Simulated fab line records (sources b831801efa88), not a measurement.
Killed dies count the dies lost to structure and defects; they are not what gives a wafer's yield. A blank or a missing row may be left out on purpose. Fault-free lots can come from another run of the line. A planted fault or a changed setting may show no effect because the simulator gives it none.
fab line records | flow sky130 | part 2 of 2: steps 29 to 39 of 39
record lots=5 | wafers=15 | lastDay=50
route steps=708 shown METAL4@638 VIA4@639 METAL5@661
lots that met no fault: taken from a fault-free run of the same line
startH: hours from the record's opening day to when the first of the lot's shown wafers began | waitH: hours elapsed since this lot's preceding step | " unchanged from the row above | L1.1+2: a single row standing in for several wafers | - no value present, or no start provided | * or withheld: withheld | < > ~ a bound
route shown NAME@n: names a module that has steps shown in the file, with the first one's number in the route | usual: mean/standard deviation of fault-free wafers | same: alike in all rows | chamber/n: place in a boat | sites: readings site by site | _std_site: the values' standard deviation | _edge_site: outer sites' mean less inner sites' | radiusMm: for every site, how far away it sits from the centre of the wafer | mask NAME#n: copy n | behind: the most recent tool/chamber to have shaped the wafer | hold: what put the lot on hold/how long, in hours/how the hold closed | device: which transistor (n, p or np) failed to switch | end of line: the route-end tests of the same wafers | a step given without rows: its recipe and nothing more | killed: dies that structure and defects cost at the first sort, which is not the same as the wafer's yield | map: a wafer's dies, marking killed ones x, the rest . and places with no die _
set.NAME: the setting as run; set.NAME@STEP: as run at that earlier step | model.NAME: the simulator's own value behind a step, which no gauge read
a table for each step, a row for each wafer; lots at some steps of the route
services: from which hour (startH, from the record's first day; less than 0 if before it) a tool's chamber was out of use, for how many hours, and why
## steps
# step SKY_METAL5_RS_MEAS_05
# recipe thkMeasGauge=four-point-probe | reads=TiN_of_METAL5_SPUTTER_04+Ti_of_METAL5_SPUTTER_03+AlCu_of_METAL5_SPUTTER_02+TiN_of_METAL5_SPUTTER_01+Ti_of_METAL5_SPUTTER_00
# usual METAL5_ALCU_RS=0.02701/0.00027
lot.wafer | tool         | chamber | startH  | waitH | METAL5_ALCU_RS[ohm/sq]
L075.2    | filmMetro-03 | -       | 1009.45 | 0.0   | 0.02659
L075.5    | "            | -       | "       | "     | 0.02664
L075.6    | "            | -       | "       | "     | 0.02658
L082.1    | filmMetro-03 | -       | 1057.43 | 0.0   | 0.02661
L082.3    | "            | -       | "       | "     | 0.02682
L082.5    | "            | -       | "       | "     | 0.02672
L088.1    | filmMetro-02 | -       | 1094.76 | 0.0   | 0.027
L088.5    | "            | -       | "       | "     | 0.02711
L088.6    | "            | -       | "       | "     | 0.02708
L090.1    | filmMetro-03 | -       | 1104.19 | 0.0   | 0.02671
L090.3    | "            | -       | "       | "     | 0.02711
L090.6    | "            | -       | "       | "     | 0.02696
L096.3    | filmMetro-02 | -       | 1146.75 | 0.1   | 0.0275
L096.5    | "            | -       | "       | "     | 0.02729
L096.6    | "            | -       | "       | "     | 0.02748
# step SKY_METAL5_THK_MEAS_06
# recipe thkMeasGauge=xrf | reads=AlCu_of_METAL5_SPUTTER_02
# usual METAL5_ALCU_THK=1166/13
lot.wafer | tool         | chamber | startH  | waitH | METAL5_ALCU_THK[nm]
L075.2    | filmMetro-03 | -       | 1009.56 | 0.1   | 1183
L075.5    | "            | -       | "       | "     | 1174
L075.6    | "            | -       | "       | "     | 1180
L082.1    | filmMetro-03 | -       | 1057.55 | 0.1   | 1176
L082.3    | "            | -       | "       | "     | 1170
L082.5    | "            | -       | "       | "     | 1171
L088.1    | filmMetro-02 | -       | 1094.88 | 0.1   | 1166
L088.5    | "            | -       | "       | "     | 1167
L088.6    | "            | -       | "       | "     | 1171
L090.1    | filmMetro-03 | -       | 1104.31 | 0.1   | 1173
L090.3    | "            | -       | "       | "     | 1155
L090.6    | "            | -       | "       | "     | 1160
L096.3    | filmMetro-02 | -       | 1146.85 | 0.1   | 1137
L096.5    | "            | -       | "       | "     | 1159
L096.6    | "            | -       | "       | "     | 1143
# step SKY_METAL5_DEHYDRATE_07
# recipe tempC=200 | timeS=60
# usual heaterPowerTotalW=160.37/0.13
lot.wafer | tool          | chamber | startH  | waitH | heaterPowerTotalW
L075.2    | lithoTrack-02 | 0       | 1019.97 | 10.4  | 160.32
L075.5    | "             | 0       | "       | "     | 160.37
L075.6    | "             | 0       | "       | "     | 160.32
L082.1    | lithoTrack-03 | 0       | 1067.25 | 9.7   | 160.50
L082.3    | "             | 0       | "       | "     | 160.60
L082.5    | "             | 0       | "       | "     | 160.13
L088.1    | lithoTrack-04 | 0       | 1104.47 | 9.6   | 160.36
L088.5    | "             | 0       | "       | "     | 160.33
L088.6    | "             | 0       | "       | "     | 160.49
L090.1    | lithoTrack-03 | 0       | 1113.55 | 9.2   | 160.31
L090.3    | "             | 0       | "       | "     | 160.37
L090.6    | "             | 0       | "       | "     | 160.60
L096.3    | lithoTrack-02 | 0       | 1155.05 | 8.2   | 160.32
L096.5    | "             | 0       | "       | "     | 160.21
L096.6    | "             | 0       | "       | "     | 160.33
# step SKY_METAL5_HMDS_08
# recipe primeTimeS=60 | primeTempC=120
lot.wafer  | tool          | chamber | startH  | waitH
L075.2+5+6 | lithoTrack-02 | 0       | 1020.12 | 0.1
L082.1+3+5 | lithoTrack-03 | 0       | 1067.40 | 0.1
L088.1+5+6 | lithoTrack-04 | 0       | 1104.62 | 0.1
L090.1+3+6 | lithoTrack-03 | 0       | 1113.70 | 0.1
L096.3+5+6 | lithoTrack-02 | 0       | 1155.20 | 0.1
# step SKY_METAL5_COAT_09
# recipe resist=NOVOLAK | spinRpm=3000 | resistThkNm=1800
lot.wafer  | tool          | chamber | startH  | waitH
L075.2+5+6 | lithoTrack-02 | 0       | 1020.27 | 0.1
L082.1+3+5 | lithoTrack-03 | 0       | 1067.55 | 0.1
L088.1+5+6 | lithoTrack-04 | 0       | 1104.77 | 0.1
L090.1+3+6 | lithoTrack-03 | 0       | 1113.85 | 0.1
L096.3+5+6 | lithoTrack-02 | 0       | 1155.35 | 0.1
# step SKY_METAL5_SOFTBAKE_10
# recipe tempC=90 | timeS=60 | resist=NOVOLAK
# usual heaterPowerTotalW=56.60/0.042
lot.wafer | tool          | chamber | startH  | waitH | heaterPowerTotalW
L075.2    | lithoTrack-02 | 0       | 1020.42 | 0.1   | 56.66
L075.5    | "             | 0       | "       | "     | 56.56
L075.6    | "             | 0       | "       | "     | 56.57
L082.1    | lithoTrack-03 | 0       | 1067.70 | 0.1   | 56.56
L082.3    | "             | 0       | "       | "     | 56.64
L082.5    | "             | 0       | "       | "     | 56.62
L088.1    | lithoTrack-04 | 0       | 1104.92 | 0.1   | 56.61
L088.5    | "             | 0       | "       | "     | 56.58
L088.6    | "             | 0       | "       | "     | 56.59
L090.1    | lithoTrack-03 | 0       | 1114.00 | 0.1   | 56.60
L090.3    | "             | 0       | "       | "     | 56.60
L090.6    | "             | 0       | "       | "     | 56.54
L096.3    | lithoTrack-02 | 0       | 1155.50 | 0.1   | 56.64
L096.5    | "             | 0       | "       | "     | 56.60
L096.6    | "             | 0       | "       | "     | 56.53
# step SKY_METAL5_EXPOSE_11
# recipe maskId=MM5 | na=0.6 | sourceShape=conventional | sigmaOuter=0.6 | polarization=unpolarized | targetCdNm=1600 | doseMj=190
lot.wafer  | tool            | chamber | startH | waitH | mask
L075.2+5+6 | ilineStepper-01 | 0       | -      | -     | MM5#0
L082.1+3+5 | ilineStepper-02 | 0       | -      | -     | MM5#0
L088.1+5+6 | ilineStepper-01 | 0       | -      | -     | MM5#0
L090.1+3+6 | ilineStepper-02 | 0       | -      | -     | MM5#0
L096.3+5+6 | ilineStepper-02 | 0       | -      | -     | MM5#0
# step SKY_METAL5_PEB_12
# recipe tempC=withheld | timeS=* | resist=NOVOLAK
lot.wafer  | tool          | chamber | startH | waitH
L075.2+5+6 | lithoTrack-04 | 0       | -      | -
L082.1+3+5 | lithoTrack-04 | 0       | -      | -
L088.1+5+6 | lithoTrack-04 | 0       | -      | -
L090.1+3+6 | lithoTrack-04 | 0       | -      | -
L096.3+5+6 | lithoTrack-02 | 0       | -      | -
# step SKY_METAL5_DEVELOP_13
# recipe resist=NOVOLAK | developer=TMAH | developTimeS=60 | devTempC=23
lot.wafer  | tool          | chamber | startH  | waitH
L075.2+5+6 | lithoTrack-04 | 0       | 1032.04 | 0.1
L082.1+3+5 | lithoTrack-04 | 0       | 1078.72 | 0.1
L088.1+5+6 | lithoTrack-04 | 0       | 1114.27 | 0.1
L090.1+3+6 | lithoTrack-04 | 0       | 1123.57 | 0.1
L096.3+5+6 | lithoTrack-02 | 0       | 1164.35 | 0.1
# step SKY_METAL5_DESCUM_14
# recipe chemistry=O2 | sourcePowerW=150 | biasPowerW=0 | pressureMtorr=10 | tempC=40 | timeS=11
# usual drypumpMotorCurrentA=5.7/0.49 | oesProductAu=0.999/0.0072
lot.wafer | tool        | chamber | startH  | waitH | drypumpMotorCurrentA | oesProductAu | rfHoursCounterH
L075.2    | rieMetal-01 | 0       | 1032.17 | 0.1   | 5.4                  | 1.007        | 13
L075.5    | "           | 0       | "       | "     | 5.4                  | 1.005        | -
L075.6    | "           | 1       | "       | "     | 5.4                  | 0.991        | -
L082.1    | rieMetal-01 | 0       | 1078.87 | 0.1   | 5.4                  | 1.003        | 16
L082.3    | "           | 0       | "       | "     | 5.4                  | 1.003        | -
L082.5    | "           | 1       | "       | "     | 5.3                  | 0.998        | -
L088.1    | rieMetal-01 | 1       | 1114.42 | 0.1   | 5.4                  | 0.995        | 17
L088.5    | "           | 0       | "       | "     | 5.4                  | 0.995        | -
L088.6    | "           | 1       | "       | "     | 5.3                  | 0.999        | -
L090.1    | rieMetal-01 | 1       | 1123.72 | 0.1   | 5.4                  | 1.003        | 18
L090.3    | "           | 0       | "       | "     | 5.4                  | 0.985        | -
L090.6    | "           | 1       | "       | "     | 5.3                  | 0.995        | -
L096.3    | rieMetal-01 | 1       | 1164.46 | 0.1   | 5.3                  | 0.996        | -
L096.5    | "           | 0       | "       | "     | 5.4                  | 0.996        | -
L096.6    | "           | 1       | "       | "     | 5.3                  | 0.988        | -
# step SKY_METAL5_METAL_ETCH_15
# recipe targetDepthA=12600 | stopOn=SiO2 | overEtchFrac=0.2 | timeS=252 | chemistry=Cl2/BCl3 | resistSidewallDeg=86 | pressureMtorr=10 | icpW=900 | biasW=48.5 | Cl2_flow_sccm=60 | bcl3FlowSccm=30
# usual drypumpMotorCurrentA=5.7/0.48 | oesProductAu=0.895/0.0053 | throttleValvePct=22.263/0.009
lot.wafer | tool        | chamber | startH  | waitH | drypumpMotorCurrentA | oesProductAu | rfHoursCounterH | throttleValvePct
L075.2    | rieMetal-01 | 0       | 1032.20 | 0.0   | 5.4                  | 0.887        | 13              | 22.277
L075.5    | "           | 0       | "       | "     | 5.4                  | 0.898        | -               | 22.259
L075.6    | "           | 1       | "       | "     | 5.4                  | 0.896        | -               | 22.274
L082.1    | rieMetal-01 | 0       | 1078.90 | 0.0   | 5.4                  | 0.902        | 16              | 22.258
L082.3    | "           | 0       | "       | "     | 5.4                  | 0.890        | -               | 22.273
L082.5    | "           | 1       | "       | "     | 5.3                  | 0.890        | -               | 22.256
L088.1    | rieMetal-01 | 1       | 1114.45 | 0.0   | 5.3                  | 0.890        | 17              | 22.255
L088.5    | "           | 0       | "       | "     | 5.4                  | 0.894        | -               | 22.255
L088.6    | "           | 1       | "       | "     | 5.4                  | 0.898        | -               | 22.259
L090.1    | rieMetal-01 | 1       | 1123.75 | 0.0   | 5.4                  | 0.889        | 18              | 22.288
L090.3    | "           | 0       | "       | "     | 5.4                  | 0.899        | -               | 22.263
L090.6    | "           | 1       | "       | "     | 5.4                  | 0.900        | -               | 22.266
L096.3    | rieMetal-01 | 1       | 1164.56 | 0.1   | 5.3                  | 0.894        | -               | 22.250
L096.5    | "           | 0       | "       | "     | 5.4                  | 0.899        | -               | 22.259
L096.6    | "           | 1       | "       | "     | 5.4                  | 0.893        | -               | 22.279
## services
tool            | chamber | startH  | hours | kind
cvdW-01         | 1       | 983.77  | 3.8   | repair
cvdW-01         | -       | 990.82  | 0.8   | repair
pvdSputter-03   | -       | 993.38  | 1.1   | repair
cmp-02          | -       | 993.98  | 0.6   | repair
wetBench-04     | -       | 995.81  | 1.9   | pm
cmp-02          | -       | 999.63  | 4.0   | pm
wetBench-04     | -       | 1013.53 | 3.5   | repair
cmp-01          | -       | 1026.67 | 2.9   | repair
pvdSputter-02   | -       | 1040.09 | 6.7   | repair
rieMetal-01     | -       | 1041.08 | 1.4   | pm
cmp-02          | -       | 1052.03 | 2.0   | repair
ilineStepper-02 | -       | 1053.17 | 1.7   | pm
ilineStepper-02 | -       | 1057.49 | 0.8   | pm
pvdSputter-01   | -       | 1057.55 | 4.7   | repair
cmp-01          | -       | 1059.34 | 4.4   | repair
pvdSputter-03   | -       | 1062.36 | 4.0   | repair
pvdSputter-02   | -       | 1065.08 | 11.5  | repair
cmp-01          | -       | 1081.92 | 0.9   | repair
cmp-02          | -       | 1084.11 | 4.0   | pm
pvdSputter-02   | -       | 1092.16 | 3.4   | repair
cmp-01          | -       | 1092.31 | 6.0   | pm
cmp-01          | -       | 1129.23 | 2.0   | repair
cmp-02          | -       | 1134.99 | 0.3   | repair
cmp-02          | -       | 1161.28 | 1.5   | repair
